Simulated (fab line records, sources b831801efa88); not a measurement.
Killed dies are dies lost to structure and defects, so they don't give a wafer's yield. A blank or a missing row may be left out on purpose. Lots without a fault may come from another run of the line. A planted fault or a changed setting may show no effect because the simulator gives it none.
Which tool did it? | flow sky130 | 12 lots, 33 wafers sampled, at 7 steps of a route of 708

WHAT THE GAUGES READ, wafer by wafer
SKY_LOCAL_INTERCONNECT_CD_MEAS_11: target cd 170 nm. Usual: cd_nm 169.7 nm, standard deviation 1.5.
lot  | measured     | on        | cd_nm (nm)        | flag
L739 | day 31 17:27 | cd_sem-02 | 169.2 168.6 169.7 |
L740 | day 32 00:41 | cd_sem-01 | 168.4 168.8 170.6 |
L742 | day 32 13:21 | cd_sem-02 | 169.1 169.6 169.1 |
L745 | day 33 10:44 | cd_sem-02 | 167.5 168.3 169.0 |
L747 | day 34 09:12 | cd_sem-01 | 168.4 169.3 169.7 |
L748 | day 34 11:43 | cd_sem-02 | 171.3 171.2       |
L749 | day 34 22:43 | cd_sem-01 | 169.5 171.8       |
L750 | day 35 03:28 | cd_sem-01 | 166.9 168.2       |
L752 | day 35 11:27 | cd_sem-01 | 170.0 169.7 170.3 |
L756 | day 37 00:25 | cd_sem-02 | 170.5 170.9 171.0 |
L757 | day 37 02:31 | cd_sem-01 | 169.2 167.5 168.2 |
L759 | day 37 20:07 | cd_sem-02 | 168.0 169.0 167.0 |

SKY_CONTACT_RS_MEAS_25: measures by four-point-probe. Usual: CONTACT_W_RS 0.341 ohm/sq, standard deviation 0.0047.
lot  | measured     | on            | CONTACT_W_RS (ohm/sq)   | flag
L739 | day 32 23:47 | film_metro-03 | 0.349 0.340 0.349       |
L740 | day 33 06:38 | film_metro-02 | 0.346 0.348 0.341       |
L742 | day 33 18:25 | film_metro-02 | 0.336 0.338 0.336       |
L745 | day 34 15:17 | film_metro-03 | 0.350 0.341 0.351       |
L747 | day 35 14:10 | film_metro-01 | 0.343 0.344 0.347       |
L748 | day 35 16:44 | film_metro-02 | 0.334 0.254 0.334 0.254 | OFF
L749 | day 36 03:38 | film_metro-03 | 0.339 0.252 0.339 0.252 | OFF
L750 | day 36 08:29 | film_metro-02 | 0.347 0.256 0.347 0.257 | OFF
L752 | day 36 15:56 | film_metro-03 | 0.343 0.344 0.343       |
L756 | day 38 05:11 | film_metro-01 | 0.340 0.341 0.339       |
L757 | day 38 07:01 | film_metro-03 | 0.340 0.344 0.339       |
L759 | day 39 00:01 | film_metro-03 | 0.347 0.349 0.347       |

SKY_CONTACT_THK_MEAS_26: measures by xrf. Usual: CONTACT_W_THK 338 nm, standard deviation 4.6.
lot  | measured     | on            | CONTACT_W_THK (nm) | flag
L739 | day 32 23:53 | film_metro-03 | 332 338 331        |
L740 | day 33 06:44 | film_metro-02 | 329 326 337        |
L742 | day 33 18:31 | film_metro-02 | 339 337 340        |
L745 | day 34 15:23 | film_metro-03 | 332 339 331        |
L747 | day 35 14:17 | film_metro-01 | 336 334 332        |
L748 | day 35 23:58 | film_metro-02 | 340 450 342 448    | OFF
L749 | day 36 06:44 | film_metro-03 | 344 463 343 460    | OFF
L750 | day 36 14:20 | film_metro-02 | 329 444 326 441    | OFF
L752 | day 36 16:04 | film_metro-03 | 339 337 341        |
L756 | day 38 05:17 | film_metro-01 | 340 337 337        |
L757 | day 38 07:07 | film_metro-03 | 343 340 342        |
L759 | day 39 00:08 | film_metro-03 | 334 335 336        |

SKY_METAL1_OVL_MEAS_16. Usual: METAL1_OVL 4 nm, standard deviation 5.2.
lot  | measured     | on         | METAL1_OVL (nm) | flag
L739 | day 34 03:31 | overlay-02 | 6 1 -1          |
L740 | day 34 08:59 | overlay-02 | 7 3 5           |
L742 | day 34 21:31 | overlay-02 | 8 4 11          |
L745 | day 35 18:14 | overlay-02 | -5 1 -9         |
L747 | day 36 17:28 | overlay-01 | 3 3 2           |
L748 | day 36 19:48 | overlay-02 | -2 -12          |
L749 | day 37 06:25 | overlay-01 | 7 15            |
L750 | day 37 11:22 | overlay-02 | 4 0             |
L752 | day 37 18:29 | overlay-01 | 3 9 7           |
L756 | day 39 06:35 | overlay-01 | 2 -6 -1         |
L757 | day 39 08:56 | overlay-02 | 2 -5 5          |
L759 | day 40 01:25 | overlay-01 | 10 8 12         |

SKY_VIA1_THK_MEAS_01. Usual: VIA1_HDPCVD_THK 1028 nm, standard deviation 12.
lot  | measured     | on            | VIA1_HDPCVD_THK (nm) | flag
L739 | day 34 04:26 | film_metro-04 | 1007 1028 1025       |
L740 | day 34 09:56 | film_metro-04 | 1011 1034 1009       |
L742 | day 34 22:29 | film_metro-04 | 1023 1041 1020       |
L745 | day 35 19:10 | film_metro-03 | 1042 1021 1034       |
L747 | day 36 18:26 | film_metro-03 | 1016 1025 1015       |
L748 | day 36 20:43 | film_metro-03 | 1025 1017            |
L749 | day 37 07:20 | film_metro-04 | 1032 1018            |
L750 | day 37 12:17 | film_metro-02 | 1040 1038            |
L752 | day 37 19:24 | film_metro-03 | 1021 1028 1013       |
L756 | day 39 07:31 | film_metro-04 | 1032 1047 1041       |
L757 | day 39 09:53 | film_metro-02 | 1016 1026 1039       |
L759 | day 40 02:21 | film_metro-03 | 1013 1014 1028       |

WHICH TOOL RAN EACH LOT (tool, then ch and the chambers of the sampled wafers, then the start)
lot  | SKY_CONTACT_CVD_24            | SKY_CONTACT_CMP_27
L739 | cvd_w-02 ch 0,1, day 32 23:40 | cmp-01 ch 1,2, day 32 23:55
L740 | cvd_w-02 ch 0,1, day 33 06:31 | cmp-01 ch 0,1,2, day 33 06:55
L742 | cvd_w-01 ch 0,1, day 33 18:18 | cmp-01 ch 0,3, day 33 18:33
L745 | cvd_w-02 ch 0,1, day 34 15:10 | cmp-02 ch 0,1,2, day 34 15:31
L747 | cvd_w-02 ch 1, day 35 14:04   | cmp-01 ch 1,2, day 35 14:21
L748 | cvd_w-02 ch 0,1, day 35 16:37 | cmp-02 ch 2,3, day 36 01:22
L749 | cvd_w-02 ch 0, day 36 03:31   | cmp-01 ch 0,2, day 36 11:33
L750 | cvd_w-02 ch 1, day 36 08:21   | cmp-01 ch 2,3, day 36 18:18
L752 | cvd_w-01 ch 0,1, day 36 15:50 | cmp-01 ch 1,2,3, day 36 16:07
L756 | cvd_w-01 ch 0,1, day 38 05:03 | cmp-01 ch 0,1,3, day 38 05:20
L757 | cvd_w-01 ch 0,1, day 38 06:53 | cmp-01 ch 0,1,3, day 38 07:17
L759 | cvd_w-02 ch 1, day 38 23:47   | cmp-01 ch 0,2, day 39 00:11
- SKY_CONTACT_CVD_24: deposits W, target thk 340 nm, time 102.12 s.
- SKY_CONTACT_CMP_27: polishes, stops on SiO2, t overpolish 15 s, target thk 0 nm.

WHAT THE TOOLS THEMSELVES READ (means of the sampled wafers that have a number; where no wafer has one, the mark that the record gives instead)
SKY_CONTACT_CVD_24. Usual: heater_power_w 751 W, standard deviation 59.
lot  | tool     | heater_power_w (W) | flag
L739 | cvd_w-02 | 751                |
L740 | cvd_w-02 | 756                |
L742 | cvd_w-01 | 745                |
L745 | cvd_w-02 | 750                |
L747 | cvd_w-02 | 796                |
L748 | cvd_w-02 | 739                |
L749 | cvd_w-02 | 684                |
L750 | cvd_w-02 | 789                |
L752 | cvd_w-01 | 780                |
L756 | cvd_w-01 | 768                |
L757 | cvd_w-01 | 742                |
L759 | cvd_w-02 | 791                |

SKY_CONTACT_CMP_27. Usual: motor_current_A 11.3 A, standard deviation 1.5; time_to_endpoint_s 80 s, standard deviation 3.5.
lot  | tool   | motor_current_A (A) | time_to_endpoint_s (s) | flag
L739 | cmp-01 | 9.9                 | 76                     |
L740 | cmp-01 | 11.1                | 77                     |
L742 | cmp-01 | 11.4                | 81                     |
L745 | cmp-02 | 11.8                | 78                     |
L747 | cmp-01 | 10.7                | 81                     |
L748 | cmp-02 | 12.2                | 98                     | OFF
L749 | cmp-01 | 12.8                | 92                     | OFF
L750 | cmp-01 | 11.8                | 98                     | OFF
L752 | cmp-01 | 10.2                | 80                     |
L756 | cmp-01 | 10.7                | 81                     |
L757 | cmp-01 | 10.4                | 82                     |
L759 | cmp-01 | 12.3                | 73                     |

THE ANSWER, worked out from the rows above alone
Rule: a lot is off if the mean of its wafers that have a number lies more than 3 standard deviations from the usual mean. A lot without any number at a reading at which 4 lots or more have one is off too. The other lots that the step has rows for count as sound. The gauges are gone through in route order, then the tools' own readings, and for those a lot's mean is taken as printed above. The first step at which some lot is off is used, and at that step the reading that is off furthest; a lot without a number counts as furthest.
Off: L748, L749, L750, at SKY_CONTACT_RS_MEAS_25 (CONTACT_W_RS).
A tool fits if, at a process step before that reading, it ran every lot that is off, and no sound lot after the first of them. The gauges at SKY_CONTACT_RS_MEAS_25 aren't tried: what is off there is off at SKY_CONTACT_CMP_27 too, on other tools, and a gauge's error can't cause that. None of those tried fits.

WHAT THE SIMULATOR HAD PUT IN
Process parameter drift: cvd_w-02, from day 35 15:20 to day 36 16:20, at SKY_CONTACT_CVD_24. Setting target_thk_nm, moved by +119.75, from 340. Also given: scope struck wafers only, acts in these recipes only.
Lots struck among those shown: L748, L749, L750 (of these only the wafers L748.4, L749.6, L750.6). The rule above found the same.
